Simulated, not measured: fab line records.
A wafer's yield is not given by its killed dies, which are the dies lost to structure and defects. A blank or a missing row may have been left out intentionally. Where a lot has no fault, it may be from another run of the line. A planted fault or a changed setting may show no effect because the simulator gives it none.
Which tool did it? | flow sky130 | 21 wafers from 7 lots sampled at 4 of the route's 708 steps

## WHAT THE GAUGES SHOWED, per wafer
SKY_METAL2_RS_MEAS_05: measurement is done with a four-point probe.
lot  | measured     | on           | METAL2_ALCU_RS (ohm/sq)
L746 | day 34 10:53 | filmMetro-01 | 0.1241 0.1246 0.1247
L749 | day 35 10:14 | filmMetro-04 | 0.1259 0.1281 0.1265
L751 | day 36 11:05 | filmMetro-04 | 0.1279 0.1286 0.1271
L756 | day 37 12:10 | filmMetro-04 | 0.1270 0.1246 0.0867
L762 | day 39 10:08 | filmMetro-01 | 0.1258 0.1247 0.1253
L766 | day 40 13:52 | filmMetro-01 | 0.1253 0.1276 0.1256
L768 | day 41 11:35 | filmMetro-04 | 0.1271 0.1264 0.1270

## EACH LOT AND THE TOOL THAT RAN IT (in order: tool; ch and the chambers of the sampled wafers; start)
lot  | SKY_CONTACT_SPUTTER_23      | SKY_VIA1_SPUTTER_20         | SKY_METAL2_SPUTTER_02
L746 | pvdSputter-01, day 32 00:32 | pvdSputter-04, day 34 10:07 | pvdSputter-01, day 34 10:48
L749 | pvdSputter-04, day 33 00:59 | pvdSputter-04, day 35 09:27 | pvdSputter-03, day 35 10:08
L751 | pvdSputter-04, day 34 03:40 | pvdSputter-04, day 36 10:16 | pvdSputter-03, day 36 10:57
L756 | pvdSputter-03, day 35 03:10 | pvdSputter-04, day 37 11:22 | pvdSputter-02, day 37 12:03
L762 | pvdSputter-01, day 37 02:10 | pvdSputter-02, day 39 09:22 | pvdSputter-03, day 39 10:03
L766 | pvdSputter-03, day 38 07:56 | pvdSputter-02, day 40 13:04 | pvdSputter-01, day 40 13:45
L768 | pvdSputter-01, day 39 06:23 | pvdSputter-03, day 41 10:49 | pvdSputter-01, day 41 11:30
- SKY_CONTACT_SPUTTER_23: material TiN, target thk 20 nm, time 80 s.
- SKY_VIA1_SPUTTER_20: material TiN, target thk 20 nm, time 80 s.
- SKY_METAL2_SPUTTER_02: material AlCu, target thk 250 nm, time 13.3 s.

## THE ANSWER, worked out from the rows above alone
Rule: the lots themselves supply what counts as usual. Put in order of their means at a reading, lots are off if they are a third of the lots or fewer, leave a main group of 4 or more, and stand apart from it by a gap of 3 or more times the standard deviation of the main group's means; of several such gaps the widest counts. A main group whose means are all the same, to the digits that the tables above print for the reading, isn't used. Also off: a lot with no number at a reading for which 4 or more lots have one. Where the step has rows for the other lots, those lots are counted as sound.
Off: L756, at SKY_METAL2_RS_MEAS_05 (METAL2_ALCU_RS). The main group has a mean of 0.1262 ohm/sq with a standard deviation of 0.0011.
If a tool, at a process step before that reading, ran all the lots that are off and no sound lot after the first of them, it fits. The gauges at SKY_METAL2_RS_MEAS_05 are tried like those tools. Can't be told from this: 2 tools fit, pvdSputter-04 at SKY_VIA1_SPUTTER_20, pvdSputter-02 at SKY_METAL2_SPUTTER_02.

## WHAT THE SIMULATOR PUT IN
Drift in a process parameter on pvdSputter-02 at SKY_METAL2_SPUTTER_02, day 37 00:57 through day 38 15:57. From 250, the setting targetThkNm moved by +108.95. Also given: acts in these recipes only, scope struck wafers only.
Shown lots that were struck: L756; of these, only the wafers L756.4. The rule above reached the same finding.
